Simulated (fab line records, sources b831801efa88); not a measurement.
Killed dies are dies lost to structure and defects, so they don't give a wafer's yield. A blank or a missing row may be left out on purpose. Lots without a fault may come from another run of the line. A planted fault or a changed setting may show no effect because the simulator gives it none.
Chamber matching | flow sfq_line | SFQ_TRILAYER_I2_CMP_CMP_064 on cmp-01: 4 sister chambers
The step polishes SiO2. 4 wafers are shown with their chamber, then 7 later ones without.

WAFERS WITH THEIR CHAMBER
wafer  | chamber | motor_current_A (A)
L936.4 | 1       | 11.4
L945.5 | 3       | 9.4
L952.2 | 0       | 10.4
L952.3 | 2       | 9.7

WAFERS WITHOUT THEIR CHAMBER
wafer  | motor_current_A (A)
L952.5 | 9.3
L954.2 | 9.2
L954.3 | 10.0
L954.6 | 11.8
L956.4 | 9.2
L956.1 | 11.6
L956.3 | 10.0

WHICH CHAMBER EACH WENT THROUGH
wafer  | from the rows above          | in truth
L952.5 | can't be placed: 3 or 2      | 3
L954.2 | can't be placed: 3 or 2      | 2
L954.3 | can't be placed: 2 or 0 or 3 | 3
L954.6 | 1                            | 1
L956.4 | can't be placed: 3 or 2      | 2
L956.1 | 1                            | 1
L956.3 | can't be placed: 2 or 0 or 3 | 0
Placed correctly: 2 of 7. Can't be placed from these rows: 5 (the true chamber is among the candidates in 5). Placed wrongly: 0.
How it was worked out, from the rows above alone: a wafer's distance from a chamber is the root of the sum, over the readings, of the square of ((its reading less the chamber's mean) divided by the reading's scatter). The wafer belongs to the nearest chamber; if the next one is less than 2 further off, it can't be placed. A chamber's mean is the mean of its shown wafers. The scatter: with one shown wafer a chamber, the root of the mean of the squares of how far each hidden wafer lies from its nearest shown one.
